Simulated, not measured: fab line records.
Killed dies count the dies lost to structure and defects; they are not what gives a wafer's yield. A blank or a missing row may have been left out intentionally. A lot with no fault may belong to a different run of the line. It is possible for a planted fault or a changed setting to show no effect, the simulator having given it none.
Which tool was responsible?    flow gf180mcu    21 wafers from 7 lots sampled at 3 of the route's 602 steps

## WHAT THE GAUGES READ, wafer by wafer
GF_M3_OVL_MEAS_15.
lot   measured      on          M3_OVL (nm)
L167  day 21 14:54  overlay-01  6 -1 1
L169  day 21 22:52  overlay-01  -13 -7 -14
L171  day 24 22:37  overlay-02  6 8 6
L177  day 25 10:10  overlay-02  -3 0 -11
L182  day 27 10:32  overlay-01  -4 4 1
L184  day 28 09:55  overlay-01  -1 4 -2
L187  day 29 05:19  overlay-02  -3 1 0

## EACH LOT AND THE TOOL THAT RAN IT (in order: tool; ch and the chambers of the sampled wafers; start)
lot   GF_M3_SPUTTER_01              GF_M3_SPUTTER_04
L167  pvd_sputter-01, day 20 14:34  pvd_sputter-01, day 20 14:38
L169  pvd_sputter-02, day 20 22:44  pvd_sputter-02, day 20 22:49
L171  pvd_sputter-02, day 24 00:58  pvd_sputter-02, day 24 01:02
L177  pvd_sputter-01, day 24 13:10  pvd_sputter-01, day 24 13:14
L182  pvd_sputter-01, day 26 14:38  pvd_sputter-01, day 26 14:43
L184  pvd_sputter-04, day 27 15:08  pvd_sputter-04, day 27 15:13
L187  pvd_sputter-02, day 28 10:25  pvd_sputter-02, day 28 10:30
- GF_M3_SPUTTER_01: material TiN, target thk 30 nm, time 25 s.
- GF_M3_SPUTTER_04: material TiN, target thk 50 nm, time 41.7 s.

## THE ANSWER, worked out from the rows above alone
Rule: the usual values come from the lots themselves. The widest of any qualifying gaps counts: lots, ordered by their means at a reading, are off when they make up no more than a third of the lots, leave a main group of 4 or more, and stand apart from it by 3 or more times the standard deviation of that group's means. A main group whose means are all the same, to the digits that the tables above print for the reading, isn't used. A lot without any number at a reading at which 4 lots or more have one is off too. All remaining lots with rows at the step are treated as sound.
No lot is off on any of the readings shown, so nothing can be concluded from this.

## WHAT THE SIMULATOR HAD PUT IN
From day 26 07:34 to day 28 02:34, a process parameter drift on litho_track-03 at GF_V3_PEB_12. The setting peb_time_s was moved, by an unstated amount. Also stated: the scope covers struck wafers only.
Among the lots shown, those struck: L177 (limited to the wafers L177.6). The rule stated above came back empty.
